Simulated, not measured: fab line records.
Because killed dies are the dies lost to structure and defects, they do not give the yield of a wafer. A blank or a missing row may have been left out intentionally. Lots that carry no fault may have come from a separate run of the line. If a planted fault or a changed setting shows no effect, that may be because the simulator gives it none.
Comparing a struck lot with a sound one -- flow sky130 -- 23 steps out of a route of 708
Sound: the wafers L897.1, L897.5, L897.6. Wafers struck: L900.1, L900.5, L900.6. The cause is given at the end.
Each step with rows lists, per side, the tool, then ch with its chambers, then its first start. Under that, the readings that differ: sound wafers -- struck wafers -- difference of the means -- sigmas: that difference in standard deviations of wafers without a fault.
alike: readings with means less than 2 such deviations apart, plus words and numbers identical on both sides. not compared: withheld readings, readings lacking a value on some wafer, bounds such as >300 that could conceal the same value, and numbers that have no deviation in the record and whose values overlap.
A row with sigmas, a row that says differs or no value, or rows on one side alone: a step with any of these is where the two part. Numbers that don't overlap but have no deviation are shown without sigmas and don't part them. A reading that every wafer of one side lacks parts them only if that side has two wafers or more.

SKY_PASSIVATION_CVD_00: deposits SiO2, target thk 90 nm.
  sound on pecvd-01 ch 0,2, day 46 16:31; struck on pecvd-03 ch 0,1,2, day 47 13:41
  alike: heater-power-w
SKY_PASSIVATION_THK_MEAS_01:
  sound on film-metro-01, day 46 16:32; struck on film-metro-04, day 47 13:43
  alike: PASSIVATION_CVD_00_THK
SKY_PASSIVATION_CVD_02: deposits Si3N4, target thk 540 nm.
  sound on pecvd-03 ch 0,1, day 46 16:36; struck on pecvd-02 ch 0,1,2, day 47 13:46
  alike: heater-power-w
SKY_PASSIVATION_THK_MEAS_03:
  sound on film-metro-01, day 46 16:49; struck on film-metro-02, day 47 13:59
  alike: PASSIVATION_CVD_02_THK
then, 7 steps without rows for these wafers: SKY_PASSIVATION_DEHYDRATE_04 (time 60 s); SKY_PASSIVATION_HMDS_05 (prime time 60 s); SKY_PASSIVATION_COAT_06 (resist thk 3000 nm); SKY_PASSIVATION_SOFTBAKE_07; SKY_PASSIVATION_EXPOSE_08 (exposes mask NSM, target cd 3000 nm); SKY_PASSIVATION_PEB_09; SKY_PASSIVATION_DEVELOP_10 (develop time 60 s).
SKY_PASSIVATION_ETCH_11: etches the open film in CF4/O2, stops on AlCu, target depth 725 nm, time 163.7 s.
  sound on rie-diel-02 ch 0,1,3, day 47 12:47; struck on rie-diel-03 ch 0,3, day 48 09:22
  alike: drypump-motor-current-A, oes-product-au, throttle-valve-pct
  not compared: rf-hours-counter-h
SKY_PASSIVATION_STRIP_12: strips in O2/N2.
  sound on plasma-asher-03 ch 0,1, day 47 12:53; struck on plasma-asher-03 ch 0,1, day 48 09:29
  no value came back on the struck wafers for any of 5 readings (chamber-pressure-mTorr (mTorr), drypump-motor-current-A (A) and others); on the sound wafers chamber-pressure-mTorr (mTorr) reads 1497.9 1500.9 1500.6
reading,sound,struck,difference,sigmas
model.coat_of_PASSIVATION_COAT_06.thk-nm (nm),0 0 0,2491 2489 2503,+2494,
  not compared: rf-hours-counter-h
then, 7 steps without rows for these wafers: SKY_PAD_OPEN_DEHYDRATE_00 (time 60 s); SKY_PAD_OPEN_HMDS_01 (prime time 60 s); SKY_PAD_OPEN_COAT_02 (resist thk 3000 nm); SKY_PAD_OPEN_SOFTBAKE_03; SKY_PAD_OPEN_EXPOSE_04 (exposes mask PDM, target cd 60000 nm); SKY_PAD_OPEN_PEB_05; SKY_PAD_OPEN_DEVELOP_06 (develop time 60 s).
SKY_PAD_OPEN_ETCH_07: etches the open film in CF4/O2, stops on AlCu, target depth 725 nm, time 161.1 s.
  sound on rie-diel-04 ch 0,3, day 48 08:25; struck on rie-diel-04 ch 0,1,3, day 49 04:22
  alike: drypump-motor-current-A, oes-product-au, throttle-valve-pct
  not compared: rf-hours-counter-h
SKY_PAD_OPEN_STRIP_08: strips in O2/N2.
  sound on plasma-asher-03 ch 0,1, day 48 08:31; struck on plasma-asher-02 ch 0,1, day 49 04:29
reading,sound,struck,difference,sigmas
oes-product-au (a.u.),0.659 0.668 0.670,0.692 0.688 0.694,+0.026,+6
strip-time-to-endpoint-s (s),36.85 36.97 36.92,73.59 73.57 73.80,+36.74,+99 or more
  alike: chamber-pressure-mTorr, drypump-motor-current-A
  not compared: rf-hours-counter-h
then, 1 step without rows for these wafers: SKY_PAD_OPEN_STRIP_09 (strips in post etch residue remover, time 1200 s).

WHERE THEY PART
First at SKY_PASSIVATION_STRIP_12; last, within this record, at SKY_PAD_OPEN_STRIP_08.

WHY: whatever the simulator had introduced
Entire step skipped (plasma-asher-03, SKY_PASSIVATION_STRIP_12), from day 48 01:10 onward. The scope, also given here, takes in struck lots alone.
